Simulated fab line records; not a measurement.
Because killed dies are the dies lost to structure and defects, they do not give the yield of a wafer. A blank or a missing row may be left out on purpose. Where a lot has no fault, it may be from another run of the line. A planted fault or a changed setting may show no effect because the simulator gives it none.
fab line records / flow sky130 / part 2 of 2: steps 31 to 31 of 31
record: lots: 6 wafers: 18 last_day: 49
route steps=708 shown FIELD_ISO@1 PAD_OPEN@708
lots untouched by any fault: they come from a run of this same line in which no faults occurred
start_h: the number of hours between the record's first day and the start of the first shown wafer of the lot / wait_h: how many hours have passed since the lot's step before this one / " same as the row above / L1.1+2: one row covering several wafers at once / - no value present, or no start provided / * or withheld: withheld / < > ~ a bound
route shown NAME@n: NAME is a module with steps in the file, n the number in the route of the first one / usual: mean/standard deviation of fault-free wafers / same: alike in all rows / chamber/n: place in a boat / sites: per-site readings / _std_site: how widely they spread, as a standard deviation / _edge_site: mean of outer sites minus mean of inner sites / radius_mm: how far each site lies from the wafer's centre / mask NAME#n: copy n / behind: tool/chamber where the wafer was last shaped / hold: the reason the lot was held/the length of the hold in hours/how it ended / device: whichever transistor did not switch (one of n, p or np) / end of line: tests run on the same wafers once the route is complete / a step given without rows: its recipe and nothing more / killed: count of dies lost to structure and defects at first sort (not the wafer's yield) / map: a wafer's dies, x killed, . not, _ none there
set.NAME: setting as actually run; set.NAME@STEP: the setting as run at that earlier step / model.NAME: the simulator's own value behind a step, which no gauge read
certain route steps with their lots: each step a table, each wafer a row
services: the hour from which a tool's chamber was out of use, counted from the record's first day as start_h (under 0 if before that day), plus the number of hours and why
== steps ==
step: SKY_PAD_OPEN_PROBE_99
usual: killed_at_M0_to_M3: 44/7.1 killed_at_M4_up: 3.5/2 killed_at_contacts: 24/5.3 killed_at_front_end: 15/4.8 killed_at_other: 0.1/0.35 killed_dies: 86/9.3 killed_open: 47/7.8 killed_short: 39/5.9
same: gross_dies: 492 killed_at_back_side: 0
lot.wafer=L177.1 tool=prober-02 chamber=- start_h=1110.75 wait_h=0.1 killed_at_M0_to_M3=42 killed_at_M4_up=2 killed_at_contacts=23 killed_at_front_end=23 killed_at_other=0 killed_dies=90 killed_open=60 killed_short=30 model.etest.pfet_16v.r_on_ohm_um=1.536e+04 model.etest.cap_li_to_poly.c_af_um2=95.88 model.etest.cap_poly_to_well.c_af_um2=91.78 model.etest.field_p.vt_v=-39.61 model.etest.sram_nfet_pass.off_log10_a_um=-12.84 model.etest.sram_nfet_pass.vt_v=0.6741 model.etest.sram_nfet_pass.vt_sat_v=0.5766
lot.wafer=L177.2 tool=prober-02 chamber=- start_h=1110.80 wait_h=0.1 killed_at_M0_to_M3=37 killed_at_M4_up=4 killed_at_contacts=23 killed_at_front_end=4 killed_at_other=0 killed_dies=68 killed_open=35 killed_short=33 model.etest.pfet_16v.r_on_ohm_um=1.48e+04 model.etest.cap_li_to_poly.c_af_um2=97.7 model.etest.cap_poly_to_well.c_af_um2=91.01 model.etest.field_p.vt_v=-38.63 model.etest.sram_nfet_pass.off_log10_a_um=-12.67 model.etest.sram_nfet_pass.vt_v=0.6685 model.etest.sram_nfet_pass.vt_sat_v=0.5668
lot.wafer=L177.4 tool=prober-02 chamber=- start_h=1110.90 wait_h=0.2 killed_at_M0_to_M3=40 killed_at_M4_up=1 killed_at_contacts=22 killed_at_front_end=13 killed_at_other=0 killed_dies=76 killed_open=44 killed_short=32 model.etest.pfet_16v.r_on_ohm_um=1.477e+04 model.etest.cap_li_to_poly.c_af_um2=100.2 model.etest.cap_poly_to_well.c_af_um2=92.22 model.etest.field_p.vt_v=-38.71 model.etest.sram_nfet_pass.off_log10_a_um=-12.57 model.etest.sram_nfet_pass.vt_v=0.6593 model.etest.sram_nfet_pass.vt_sat_v=0.5595
lot.wafer=L179.3 tool=prober-01 chamber=- start_h=1117.68 wait_h=0.2 killed_at_M0_to_M3=40 killed_at_M4_up=4 killed_at_contacts=22 killed_at_front_end=12 killed_at_other=0 killed_dies=78 killed_open=45 killed_short=33 model.etest.pfet_16v.r_on_ohm_um=1.49e+04 model.etest.cap_li_to_poly.c_af_um2=98.3 model.etest.cap_poly_to_well.c_af_um2=93.74 model.etest.field_p.vt_v=-39.53 model.etest.sram_nfet_pass.off_log10_a_um=-12.7 model.etest.sram_nfet_pass.vt_v=0.6626 model.etest.sram_nfet_pass.vt_sat_v=0.5672
lot.wafer=L179.4 tool=prober-01 chamber=- start_h=1117.73 wait_h=0.2 killed_at_M0_to_M3=34 killed_at_M4_up=6 killed_at_contacts=25 killed_at_front_end=9 killed_at_other=0 killed_dies=74 killed_open=39 killed_short=35 model.etest.pfet_16v.r_on_ohm_um=1.516e+04 model.etest.cap_li_to_poly.c_af_um2=100.9 model.etest.cap_poly_to_well.c_af_um2=89.17 model.etest.field_p.vt_v=-40.55 model.etest.sram_nfet_pass.off_log10_a_um=-12.42 model.etest.sram_nfet_pass.vt_v=0.6435 model.etest.sram_nfet_pass.vt_sat_v=0.5507
lot.wafer=L179.6 tool=prober-01 chamber=- start_h=1117.83 wait_h=0.2 killed_at_M0_to_M3=41 killed_at_M4_up=4 killed_at_contacts=17 killed_at_front_end=13 killed_at_other=0 killed_dies=75 killed_open=36 killed_short=39 model.etest.pfet_16v.r_on_ohm_um=1.487e+04 model.etest.cap_li_to_poly.c_af_um2=96.86 model.etest.cap_poly_to_well.c_af_um2=92.44 model.etest.field_p.vt_v=-39.08 model.etest.sram_nfet_pass.off_log10_a_um=-12.69 model.etest.sram_nfet_pass.vt_v=0.6625 model.etest.sram_nfet_pass.vt_sat_v=0.5684
lot.wafer=L186.1 tool=prober-01 chamber=- start_h=1151.33 wait_h=0.1 killed_at_M0_to_M3=47 killed_at_M4_up=4 killed_at_contacts=18 killed_at_front_end=13 killed_at_other=1 killed_dies=83 killed_open=43 killed_short=40 model.etest.pfet_16v.r_on_ohm_um=1.504e+04 model.etest.cap_li_to_poly.c_af_um2=99.46 model.etest.cap_poly_to_well.c_af_um2=91.76 model.etest.field_p.vt_v=-41.63 model.etest.sram_nfet_pass.off_log10_a_um=-12.77 model.etest.sram_nfet_pass.vt_v=0.6804 model.etest.sram_nfet_pass.vt_sat_v=0.5782
lot.wafer=L186.3 tool=prober-01 chamber=- start_h=1151.43 wait_h=0.2 killed_at_M0_to_M3=38 killed_at_M4_up=2 killed_at_contacts=25 killed_at_front_end=17 killed_at_other=0 killed_dies=82 killed_open=40 killed_short=42 model.etest.pfet_16v.r_on_ohm_um=1.525e+04 model.etest.cap_li_to_poly.c_af_um2=99.35 model.etest.cap_poly_to_well.c_af_um2=90.98 model.etest.field_p.vt_v=-41.99 model.etest.sram_nfet_pass.off_log10_a_um=-12.84 model.etest.sram_nfet_pass.vt_v=0.6886 model.etest.sram_nfet_pass.vt_sat_v=0.5924
lot.wafer=L186.5 tool=prober-01 chamber=- start_h=1151.53 wait_h=0.2 killed_at_M0_to_M3=48 killed_at_M4_up=4 killed_at_contacts=30 killed_at_front_end=4 killed_at_other=0 killed_dies=86 killed_open=49 killed_short=37 model.etest.pfet_16v.r_on_ohm_um=1.466e+04 model.etest.cap_li_to_poly.c_af_um2=98.2 model.etest.cap_poly_to_well.c_af_um2=94.06 model.etest.field_p.vt_v=-40.88 model.etest.sram_nfet_pass.off_log10_a_um=-12.51 model.etest.sram_nfet_pass.vt_v=0.657 model.etest.sram_nfet_pass.vt_sat_v=0.5595
lot.wafer=L191.3 tool=prober-02 chamber=- start_h=1175.36 wait_h=0.2 killed_at_M0_to_M3=48 killed_at_M4_up=3 killed_at_contacts=35 killed_at_front_end=8 killed_at_other=0 killed_dies=94 killed_open=59 killed_short=35 model.etest.pfet_16v.r_on_ohm_um=1.525e+04 model.etest.cap_li_to_poly.c_af_um2=97.94 model.etest.cap_poly_to_well.c_af_um2=92.25 model.etest.field_p.vt_v=-42.24 model.etest.sram_nfet_pass.off_log10_a_um=-12.87 model.etest.sram_nfet_pass.vt_v=0.6821 model.etest.sram_nfet_pass.vt_sat_v=0.5849
lot.wafer=L191.4 tool=prober-02 chamber=- start_h=1175.41 wait_h=0.2 killed_at_M0_to_M3=39 killed_at_M4_up=7 killed_at_contacts=19 killed_at_front_end=10 killed_at_other=0 killed_dies=75 killed_open=29 killed_short=46 model.etest.pfet_16v.r_on_ohm_um=1.526e+04 model.etest.cap_li_to_poly.c_af_um2=98.62 model.etest.cap_poly_to_well.c_af_um2=90.99 model.etest.field_p.vt_v=-42.31 model.etest.sram_nfet_pass.off_log10_a_um=-12.85 model.etest.sram_nfet_pass.vt_v=0.6875 model.etest.sram_nfet_pass.vt_sat_v=0.5921
lot.wafer=L191.5 tool=prober-02 chamber=- start_h=1175.46 wait_h=0.2 killed_at_M0_to_M3=46 killed_at_M4_up=6 killed_at_contacts=23 killed_at_front_end=8 killed_at_other=0 killed_dies=83 killed_open=47 killed_short=36 model.etest.pfet_16v.r_on_ohm_um=1.539e+04 model.etest.cap_li_to_poly.c_af_um2=100.5 model.etest.cap_poly_to_well.c_af_um2=93.02 model.etest.field_p.vt_v=-42.64 model.etest.sram_nfet_pass.off_log10_a_um=-12.92 model.etest.sram_nfet_pass.vt_v=0.6794 model.etest.sram_nfet_pass.vt_sat_v=0.5905
lot.wafer=L192.1 tool=prober-01 chamber=- start_h=1179.76 wait_h=0.1 killed_at_M0_to_M3=62 killed_at_M4_up=3 killed_at_contacts=26 killed_at_front_end=19 killed_at_other=0 killed_dies=110 killed_open=67 killed_short=43 model.etest.pfet_16v.r_on_ohm_um=1.463e+04 model.etest.cap_li_to_poly.c_af_um2=94.81 model.etest.cap_poly_to_well.c_af_um2=93 model.etest.field_p.vt_v=-39.81 model.etest.sram_nfet_pass.off_log10_a_um=-12.51 model.etest.sram_nfet_pass.vt_v=0.667 model.etest.sram_nfet_pass.vt_sat_v=0.5678
lot.wafer=L192.2 tool=prober-01 chamber=- start_h=1179.81 wait_h=0.1 killed_at_M0_to_M3=43 killed_at_M4_up=0 killed_at_contacts=22 killed_at_front_end=13 killed_at_other=0 killed_dies=78 killed_open=43 killed_short=35 model.etest.pfet_16v.r_on_ohm_um=1.496e+04 model.etest.cap_li_to_poly.c_af_um2=95.64 model.etest.cap_poly_to_well.c_af_um2=89.56 model.etest.field_p.vt_v=-40.91 model.etest.sram_nfet_pass.off_log10_a_um=-12.24 model.etest.sram_nfet_pass.vt_v=0.6408 model.etest.sram_nfet_pass.vt_sat_v=0.5388
lot.wafer=L192.6 tool=prober-01 chamber=- start_h=1180.01 wait_h=0.2 killed_at_M0_to_M3=51 killed_at_M4_up=3 killed_at_contacts=33 killed_at_front_end=10 killed_at_other=0 killed_dies=97 killed_open=52 killed_short=45 model.etest.pfet_16v.r_on_ohm_um=1.397e+04 model.etest.cap_li_to_poly.c_af_um2=86.42 model.etest.cap_poly_to_well.c_af_um2=106 model.etest.field_p.vt_v=-32.99 model.etest.sram_nfet_pass.off_log10_a_um=-11.59 model.etest.sram_nfet_pass.vt_v=0.6121 model.etest.sram_nfet_pass.vt_sat_v=0.5055
lot.wafer=L193.1 tool=prober-02 chamber=- start_h=1182.67 wait_h=0.1 killed_at_M0_to_M3=55 killed_at_M4_up=7 killed_at_contacts=25 killed_at_front_end=16 killed_at_other=0 killed_dies=103 killed_open=60 killed_short=43 model.etest.pfet_16v.r_on_ohm_um=1.474e+04 model.etest.cap_li_to_poly.c_af_um2=99.21 model.etest.cap_poly_to_well.c_af_um2=93.63 model.etest.field_p.vt_v=-40.38 model.etest.sram_nfet_pass.off_log10_a_um=-12.44 model.etest.sram_nfet_pass.vt_v=0.6511 model.etest.sram_nfet_pass.vt_sat_v=0.5529
lot.wafer=L193.2 tool=prober-02 chamber=- start_h=1182.72 wait_h=0.1 killed_at_M0_to_M3=44 killed_at_M4_up=5 killed_at_contacts=25 killed_at_front_end=16 killed_at_other=0 killed_dies=90 killed_open=41 killed_short=49 model.etest.pfet_16v.r_on_ohm_um=1.514e+04 model.etest.cap_li_to_poly.c_af_um2=97.3 model.etest.cap_poly_to_well.c_af_um2=91.33 model.etest.field_p.vt_v=-41.58 model.etest.sram_nfet_pass.off_log10_a_um=-12.63 model.etest.sram_nfet_pass.vt_v=0.6653 model.etest.sram_nfet_pass.vt_sat_v=0.5719
lot.wafer=L193.6 tool=prober-02 chamber=- start_h=1182.92 wait_h=0.2 killed_at_M0_to_M3=32 killed_at_M4_up=7 killed_at_contacts=12 killed_at_front_end=24 killed_at_other=0 killed_dies=75 killed_open=33 killed_short=42 model.etest.pfet_16v.r_on_ohm_um=1.504e+04 model.etest.cap_li_to_poly.c_af_um2=99.01 model.etest.cap_poly_to_well.c_af_um2=92.32 model.etest.field_p.vt_v=-41.29 model.etest.sram_nfet_pass.off_log10_a_um=-12.19 model.etest.sram_nfet_pass.vt_v=0.6298 model.etest.sram_nfet_pass.vt_sat_v=0.5277
killed by level:class
L177.1 VIA1:geometric_particle:open=15 LI_CONTACT:geometric_particle:open=9 FIELD_ISO:geometric_particle:open=7 FIELD_ISO:geometric_particle:short=7 VIA1:geometric_particle:short=7 CONTACT:geometric_particle:open=7 POLY_CUT:geometric_particle:open=5 METAL2:geometric_particle:short=5
L177.2 CONTACT:geometric_particle:open=9 LI_CONTACT:geometric_particle:open=7 VIA1:geometric_particle:open=7 METAL2:geometric_particle:short=6 VIA1:geometric_particle:short=5 VIA2:geometric_particle:open=5 CONTACT:geometric_particle:short=4 METAL4:geometric_particle:short=4
L177.4 VIA1:geometric_particle:open=14 CONTACT:geometric_particle:open=9 LI_CONTACT:geometric_particle:open=9 METAL1:geometric_particle:short=8 POLY_GATE:geometric_particle:short=5 VIA1:geometric_particle:short=5 VIA2:geometric_particle:short=4 FIELD_ISO:geometric_particle:open=3
L179.3 CONTACT:geometric_particle:open=9 VIA1:geometric_particle:open=9 VIA2:geometric_particle:open=8 VIA3:geometric_particle:open=7 FIELD_ISO:geometric_particle:open=5 LOCAL_INTERCONNECT:geometric_particle:short=5 VIA1:geometric_particle:short=5 FIELD_ISO:geometric_particle:short=3
L179.4 CONTACT:geometric_particle:open=9 VIA3:geometric_particle:open=7 FIELD_ISO:geometric_particle:open=6 VIA1:geometric_particle:short=6 VIA1:geometric_particle:open=6 CONTACT:geometric_particle:short=5 LOCAL_INTERCONNECT:geometric_particle:short=4 METAL1:geometric_particle:short=4
L179.6 VIA2:geometric_particle:open=10 LI_CONTACT:geometric_particle:open=6 METAL2:geometric_particle:short=6 POLY_GATE:geometric_particle:short=5 VIA1:geometric_particle:open=5 METAL1:geometric_particle:short=5 FIELD_ISO:geometric_particle:open=4 VIA1:geometric_particle:short=4
L186.1 VIA1:geometric_particle:open=11 VIA2:geometric_particle:open=8 CONTACT:geometric_particle:open=7 POLY_GATE:geometric_particle:short=6 CONTACT:geometric_particle:short=6 VIA3:geometric_particle:short=6 METAL2:geometric_particle:short=5 VIA1:geometric_particle:short=4
L186.3 CONTACT:geometric_particle:open=9 VIA1:geometric_particle:open=8 CONTACT:geometric_particle:short=6 VIA3:geometric_particle:short=6 VIA3:geometric_particle:open=6 POLY_GATE:geometric_particle:open=5 FIELD_ISO:geometric_particle:short=4 POLY_GATE:geometric_particle:short=4
L186.5 CONTACT:geometric_particle:open=10 VIA2:geometric_particle:open=10 VIA1:geometric_particle:open=9 VIA3:geometric_particle:open=8 CONTACT:geometric_particle:short=8 LI_CONTACT:geometric_particle:open=7 VIA2:geometric_particle:short=5 VIA3:geometric_particle:short=4
L191.3 VIA1:geometric_particle:open=15 CONTACT:geometric_particle:open=13 VIA2:geometric_particle:open=10 METAL1:geometric_particle:short=7 VIA3:geometric_particle:open=7 LI_CONTACT:geometric_particle:short=6 LI_CONTACT:geometric_particle:open=5 LOCAL_INTERCONNECT:geometric_particle:short=5
L191.4 METAL1:geometric_particle:short=7 VIA3:geometric_particle:open=7 METAL2:geometric_particle:short=7 METAL4:geometric_particle:short=6 LOCAL_INTERCONNECT:geometric_particle:short=5 FIELD_ISO:geometric_particle:short=4 LI_CONTACT:geometric_particle:open=4 CONTACT:geometric_particle:open=4
L191.5 CONTACT:geometric_particle:open=9 VIA3:geometric_particle:open=9 VIA1:geometric_particle:open=6 METAL1:geometric_particle:short=6 METAL2:geometric_particle:short=5 VIA3:geometric_particle:short=5 LI_CONTACT:geometric_particle:open=4 LI_CONTACT:geometric_particle:short=4
L192.1 VIA1:geometric_particle:open=15 CONTACT:geometric_particle:open=12 VIA2:geometric_particle:open=11 VIA3:geometric_particle:open=8 VIA1:geometric_particle:short=7 LOCAL_INTERCONNECT:geometric_particle:short=6 LI_CONTACT:geometric_particle:open=5 METAL2:geometric_particle:short=5
L192.2 VIA1:geometric_particle:open=13 CONTACT:geometric_particle:open=11 METAL2:geometric_particle:short=7 FIELD_ISO:geometric_particle:short=5 VIA2:geometric_particle:open=4 FIELD_ISO:geometric_particle:open=3 LOCAL_INTERCONNECT:geometric_particle:short=3 CONTACT:geometric_particle:short=3
L192.6 VIA1:geometric_particle:open=11 CONTACT:geometric_particle:short=10 CONTACT:geometric_particle:open=8 LI_CONTACT:geometric_particle:open=7 VIA1:geometric_particle:short=7 VIA2:geometric_particle:open=7 METAL2:geometric_particle:short=6 POLY_GATE:geometric_particle:open=5
L193.1 VIA1:geometric_particle:open=14 CONTACT:geometric_particle:open=12 METAL1:geometric_particle:short=6 VIA2:geometric_particle:open=6 VIA3:geometric_particle:open=6 LI_CONTACT:geometric_particle:open=5 VIA1:geometric_particle:short=5 METAL3:geometric_particle:short=5
L193.2 METAL2:geometric_particle:short=10 LI_CONTACT:geometric_particle:open=9 METAL1:geometric_particle:short=6 CONTACT:geometric_particle:open=6 VIA1:geometric_particle:open=6 LOCAL_INTERCONNECT:geometric_particle:short=5 VIA2:geometric_particle:short=5 VIA3:geometric_particle:open=5
L193.6 FIELD_ISO:geometric_particle:open=8 VIA1:geometric_particle:open=7 FIELD_ISO:geometric_particle:short=6 METAL4:geometric_particle:short=6 METAL1:geometric_particle:short=5 METAL2:geometric_particle:short=5 POLY_GATE:geometric_particle:open=4 LI_CONTACT:geometric_particle:open=3
== services ==
tool=cmp-02 chamber=- start_h=31.73 hours=1.6 kind=repair
tool=rie_diel-04 chamber=1 start_h=39.61 hours=8.6 kind=repair
tool=rie_diel-04 chamber=0 start_h=42.44 hours=8.9 kind=repair
tool=lpcvd-02 chamber=- start_h=44.31 hours=0.6 kind=repair
tool=plasma_asher-01 chamber=- start_h=48.49 hours=2.7 kind=repair
tool=cmp-02 chamber=- start_h=55.71 hours=4.9 kind=pm
tool=rie_si-01 chamber=3 start_h=59.13 hours=29.2 kind=repair
tool=rie_diel-04 chamber=1 start_h=59.89 hours=1.4 kind=repair
tool=cmp-01 chamber=- start_h=62.03 hours=0.4 kind=repair
tool=cmp-02 chamber=- start_h=64.00 hours=4.0 kind=pm
tool=cmp-02 chamber=- start_h=67.19 hours=4.3 kind=repair
tool=cmp-02 chamber=- start_h=67.41 hours=0.3 kind=repair
tool=cmp-01 chamber=- start_h=68.85 hours=1.0 kind=repair
tool=rie_si-02 chamber=2 start_h=72.51 hours=9.1 kind=repair
tool=cmp-01 chamber=- start_h=73.26 hours=4.2 kind=repair
tool=plasma_asher-04 chamber=- start_h=78.17 hours=0.7 kind=repair
tool=wet_bench-03 chamber=- start_h=83.29 hours=1.9 kind=pm
tool=rie_diel-04 chamber=1 start_h=104.89 hours=8.2 kind=repair
tool=rie_si-02 chamber=0 start_h=108.28 hours=14.3 kind=repair
tool=plasma_asher-02 chamber=- start_h=108.75 hours=9.0 kind=pm
tool=rie_diel-04 chamber=- start_h=111.02 hours=4.3 kind=pm
tool=plasma_asher-04 chamber=- start_h=119.11 hours=3.1 kind=repair
tool=rie_diel-04 chamber=1 start_h=120.78 hours=5.3 kind=repair
tool=cmp-01 chamber=- start_h=133.79 hours=2.7 kind=repair
== key ==
first_sign: step: SKY_FIELD_ISO_CVD_03 reading: spike_tc_upper_C direction: down sigmas: 62 usual: 769.7 struck: 705.7
effect: step: SKY_FIELD_ISO_CVD_03 reading: zone_power_upper_pct direction: down sigmas: 52 usual: 13.50 struck: 0.01
effect: step: SKY_FIELD_ISO_THK_MEAS_04 reading: FIELD_ISO_CVD_03_THK direction: down sigmas: 7 usual: 164.7 struck: 152.7 wafers_moved: 4
effect: step: SKY_FIELD_ISO_ETCH_15 reading: oes_product_au direction: down sigmas: 5.5 usual: 0.945 struck: 0.906 wafers_moved: 4
model_effect: step: SKY_FIELD_ISO_CVD_03 value: Si3N4_of_FIELD_ISO_CVD_03.thk_nm without: 167.2 struck: 152.7
model_effect: step: SKY_FIELD_ISO_ETCH_15 value: etch.depth_nm without: 167.2 struck: 152.7
model_effect: step: SKY_FIELD_ISO_WET_ETCH_28 value: Si3N4_of_FIELD_ISO_CVD_03.thk_nm without: 121 struck: 106.4
model_effect: step: SKY_PAD_OPEN_PROBE_99 value: etest.pfet_16v.r_on_ohm_um without: 1.52e+04 struck: 1.475e+04
met_at SKY_FIELD_ISO_CVD_03
struck_wafers L192.1,L192.2,L192.6,L193.1,L193.2,L193.6
tester_left_out L192,L193
onset_between 103.63 108.19
fault: kind: process_parameter_drift tool: lpcvd-02 chamber: - onset_h: 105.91 steps: SKY_FIELD_ISO_CVD_03 channel: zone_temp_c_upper offset: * shape: step end_h: 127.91
tester_left_out: of these lots the tester's yield and bins aren't shown, on N5 and GAA mostly nor the transistor test; their killed dies are dies lost to structure and defects alone, not to doping, threshold or leakage, so they don't give the yield
